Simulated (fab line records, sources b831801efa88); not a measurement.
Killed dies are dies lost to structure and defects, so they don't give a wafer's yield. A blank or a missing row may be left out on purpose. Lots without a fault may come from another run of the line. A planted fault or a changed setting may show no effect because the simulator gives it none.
Which tool did it? | flow sky130 | 11 lots, 33 wafers sampled, at 5 steps of a route of 708

WHAT THE GAUGES READ, wafer by wafer
SKY_POLY_CUT_CD_MEAS_08: target cd 270 nm. Usual: cd_nm 269.9 nm, standard deviation 1.5.
lot  | measured     | on        | cd_nm (nm)        | flag
L260 | day 24 10:25 | cd_sem-02 | 270.4 270.1 268.4 |
L262 | day 25 00:52 | cd_sem-02 | 268.6 268.4 269.5 |
L263 | day 25 09:02 | cd_sem-02 | 269.2 268.8 268.9 |
L266 | day 26 12:57 | cd_sem-01 | 269.7 269.0 269.6 |
L267 | day 27 06:20 | cd_sem-02 | 271.1 271.3 270.1 |
L271 | day 28 04:20 | cd_sem-01 | 273.3 273.3 273.1 |
L272 | day 28 22:31 | cd_sem-02 | 269.6 270.4 269.8 |
L274 | day 29 09:25 | cd_sem-01 | 272.0 270.9 271.1 |
L275 | day 29 19:01 | cd_sem-01 | 271.3 272.0 271.0 |
L276 | day 30 06:48 | cd_sem-01 | 269.2 266.3 268.2 |
L278 | day 30 13:35 | cd_sem-02 | 269.7 269.1 269.3 |

WHICH TOOL RAN EACH LOT (tool, then ch and the chambers of the sampled wafers, then the start)
lot  | SKY_FIELD_ISO_ETCH_14             | SKY_POLY_GATE_ETCH_17            | SKY_POLY_GATE_STRIP_18               | SKY_LDD_LDN_STRIP_12
L260 | rie_diel-04 ch 2,3, day 2 05:53   | rie_si-01 ch 2,3, day 16 12:20   | plasma_asher-02 ch 0, day 16 12:24   | plasma_asher-04 ch 1, day 23 00:32
L262 | rie_diel-01 ch 2,3, day 2 15:56   | rie_si-01 ch 0,1,2, day 17 05:30 | plasma_asher-03 ch 0,1, day 17 05:34 | plasma_asher-01 ch 0,1, day 23 16:56
L263 | rie_diel-02 ch 0,1, day 2 19:43   | rie_si-01 ch 0,1,3, day 17 13:01 | plasma_asher-02 ch 0,1, day 17 13:05 | plasma_asher-01 ch 0,1, day 24 01:11
L266 | rie_diel-04 ch 0,1,3, day 3 14:01 | rie_si-02 ch 0,1, day 18 15:56   | plasma_asher-02 ch 0,1, day 18 16:00 | plasma_asher-01 ch 0,1, day 25 05:05
L267 | rie_diel-01 ch 0,2,3, day 3 17:05 | rie_si-02 ch 0,1,3, day 19 09:38 | plasma_asher-03 ch 0,1, day 19 09:42 | plasma_asher-01 ch 0,1, day 25 21:53
L271 | rie_diel-02 ch 2,3, day 4 12:59   | rie_si-02 ch 0,2,3, day 20 08:29 | plasma_asher-03 ch 0,1, day 20 08:35 | plasma_asher-03 ch 0,1, day 26 18:20
L272 | rie_diel-02 ch 1,2, day 4 20:38   | rie_si-02 ch 0,1,3, day 21 05:02 | plasma_asher-02 ch 0,1, day 21 05:06 | plasma_asher-03 ch 1, day 27 15:47
L274 | rie_diel-04 ch 0,1, day 5 07:44   | rie_si-02 ch 1,2, day 21 18:35   | plasma_asher-02 ch 0,1, day 21 18:39 | plasma_asher-01 ch 0,1, day 28 02:59
L275 | rie_diel-02 ch 0,2,3, day 5 10:56 | rie_si-01 ch 0,2,3, day 22 02:32 | plasma_asher-04 ch 0,1, day 22 02:36 | plasma_asher-03 ch 0,1, day 28 13:59
L276 | rie_diel-04 ch 0,2, day 5 17:33   | rie_si-02 ch 1,3, day 22 17:56   | plasma_asher-03 ch 0,1, day 22 18:00 | plasma_asher-04 ch 0,1, day 29 00:26
L278 | rie_diel-02 ch 0,1, day 6 01:51   | rie_si-02 ch 0,1,3, day 23 03:04 | plasma_asher-02 ch 0,1, day 23 03:08 | plasma_asher-04 ch 0,1, day 29 07:26
- SKY_FIELD_ISO_ETCH_14: etches BARC in N2/H2, stops on SiO2, time 45.9 s, target depth 60 nm.
- SKY_POLY_GATE_ETCH_17: etches poly-Si in HBr/Cl2, stops on SiO2, target depth 180 nm, time 70.5 s.
- SKY_POLY_GATE_STRIP_18: strips in O2/N2.
- SKY_LDD_LDN_STRIP_12: strips in O2/N2.

WHAT THE TOOLS THEMSELVES READ (means of the sampled wafers that have a number; where no wafer has one, the mark that the record gives instead)
SKY_FIELD_ISO_ETCH_14. Usual: drypump_motor_current_A 5.7 A, standard deviation 0.33; oes_product_au 0.854 a.u., standard deviation 0.0049; throttle_valve_pct 13.224 %, standard deviation 0.0098.
lot  | tool        | drypump_motor_current_A (A) | oes_product_au (a.u.) | throttle_valve_pct (%) | flag
L260 | rie_diel-04 | 5.9                         | 0.852                 | 13.224                 |
L262 | rie_diel-01 | 5.7                         | 0.860                 | 13.229                 |
L263 | rie_diel-02 | 5.6                         | 0.857                 | 13.221                 |
L266 | rie_diel-04 | 5.7                         | 0.854                 | 13.230                 |
L267 | rie_diel-01 | 5.8                         | 0.852                 | 13.228                 |
L271 | rie_diel-02 | 5.6                         | 0.855                 | 13.224                 |
L272 | rie_diel-02 | 5.8                         | 0.850                 | 13.220                 |
L274 | rie_diel-04 | 5.9                         | 0.857                 | 13.230                 |
L275 | rie_diel-02 | 5.5                         | 0.850                 | 13.230                 |
L276 | rie_diel-04 | 6.2                         | 0.852                 | 13.223                 |
L278 | rie_diel-02 | 5.6                         | 0.850                 | 13.224                 |

SKY_POLY_GATE_ETCH_17. Usual: drypump_motor_current_A 5.9 A, standard deviation 0.55; oes_product_au 0.987 a.u., standard deviation 0.0067; throttle_valve_pct 33.685 %, standard deviation 0.0094.
lot  | tool      | drypump_motor_current_A (A) | oes_product_au (a.u.) | throttle_valve_pct (%) | flag
L260 | rie_si-01 | 5.5                         | 0.984                 | 33.688                 |
L262 | rie_si-01 | 6.0                         | 0.995                 | 33.685                 |
L263 | rie_si-01 | 5.8                         | 0.989                 | 33.680                 |
L266 | rie_si-02 | 6.3                         | 0.992                 | 33.680                 |
L267 | rie_si-02 | 6.2                         | 0.988                 | 33.688                 |
L271 | rie_si-02 | 6.0                         | 0.990                 | 33.685                 |
L272 | rie_si-02 | 6.2                         | 0.977                 | 33.686                 |
L274 | rie_si-02 | 5.3                         | 0.984                 | 33.675                 |
L275 | rie_si-01 | 6.0                         | 0.985                 | 33.695                 |
L276 | rie_si-02 | 6.1                         | 0.985                 | 33.684                 |
L278 | rie_si-02 | 6.2                         | 1.001                 | 33.679                 |

SKY_POLY_GATE_STRIP_18. Usual: drypump_motor_current_A 5.33 A, standard deviation 0.25; o2_flow_sccm 3000 sccm, standard deviation 8.1; oes_product_au 0.361 a.u., standard deviation 0.0049; strip_time_to_endpoint_s 3.172 s, standard deviation 0.025.
lot  | tool            | drypump_motor_current_A (A) | o2_flow_sccm (sccm) | oes_product_au (a.u.) | strip_time_to_endpoint_s (s) | flag
L260 | plasma_asher-02 | 5.30                        | 3001                | 0.362                 | 3.182                        |
L262 | plasma_asher-03 | 5.49                        | 3005                | 0.361                 | 3.179                        |
L263 | plasma_asher-02 | 5.23                        | 2995                | 0.359                 | 3.173                        |
L266 | plasma_asher-02 | 5.22                        | 2998                | 0.359                 | 3.155                        |
L267 | plasma_asher-03 | 5.53                        | 3007                | 0.363                 | 3.149                        |
L271 | plasma_asher-03 | 5.49                        | 2997                | 0.358                 | 3.141                        |
L272 | plasma_asher-02 | 5.21                        | 3013                | 0.364                 | 3.183                        |
L274 | plasma_asher-02 | 5.16                        | 2996                | 0.355                 | 3.197                        |
L275 | plasma_asher-04 | 5.84                        | 2996                | 0.357                 | 3.176                        |
L276 | plasma_asher-03 | 5.49                        | 3003                | 0.361                 | 3.191                        |
L278 | plasma_asher-02 | 5.12                        | 2994                | 0.359                 | 3.225                        |

SKY_LDD_LDN_STRIP_12. Usual: drypump_motor_current_A 5.8 A, standard deviation 0.48; o2_flow_sccm 3000 sccm, standard deviation 8.9; oes_product_au 0.715 a.u., standard deviation 0.0049; strip_time_to_endpoint_s 14.18 s, standard deviation 0.041.
lot  | tool            | drypump_motor_current_A (A) | o2_flow_sccm (sccm) | oes_product_au (a.u.) | strip_time_to_endpoint_s (s) | flag
L260 | plasma_asher-04 | 6.1                         | 3004                | 0.713                 | 14.19                        |
L262 | plasma_asher-01 | 6.1                         | 2995                | 0.717                 | 14.16                        |
L263 | plasma_asher-01 | 6.4                         | 2995                | 0.714                 | 14.21                        |
L266 | plasma_asher-01 | 6.1                         | 2991                | 0.716                 | 14.25                        |
L267 | plasma_asher-01 | 6.4                         | 2992                | 0.709                 | 14.22                        |
L271 | plasma_asher-03 | 5.5                         | 2995                | 0.714                 | 14.19                        |
L272 | plasma_asher-03 | 5.3                         | 2998                | 0.714                 | 14.20                        |
L274 | plasma_asher-01 | 6.1                         | 3003                | 0.713                 | 14.16                        |
L275 | plasma_asher-03 | 5.4                         | 2997                | 0.715                 | 14.14                        |
L276 | plasma_asher-04 | 6.0                         | 3009                | 0.717                 | 14.16                        |
L278 | plasma_asher-04 | 5.8                         | 2992                | 0.716                 | 14.15                        |

THE ANSWER, worked out from the rows above alone
Rule: a lot is off if the mean of its wafers that have a number lies more than 3 standard deviations from the usual mean. A lot without any number at a reading at which 4 lots or more have one is off too. The other lots that the step has rows for count as sound. The gauges are gone through in route order, then the tools' own readings, and for those a lot's mean is taken as printed above. The first step at which some lot is off is used, and at that step the reading that is off furthest; a lot without a number counts as furthest.
No lot is off at any reading shown: from this, nothing can be told.

WHAT THE SIMULATOR HAD PUT IN
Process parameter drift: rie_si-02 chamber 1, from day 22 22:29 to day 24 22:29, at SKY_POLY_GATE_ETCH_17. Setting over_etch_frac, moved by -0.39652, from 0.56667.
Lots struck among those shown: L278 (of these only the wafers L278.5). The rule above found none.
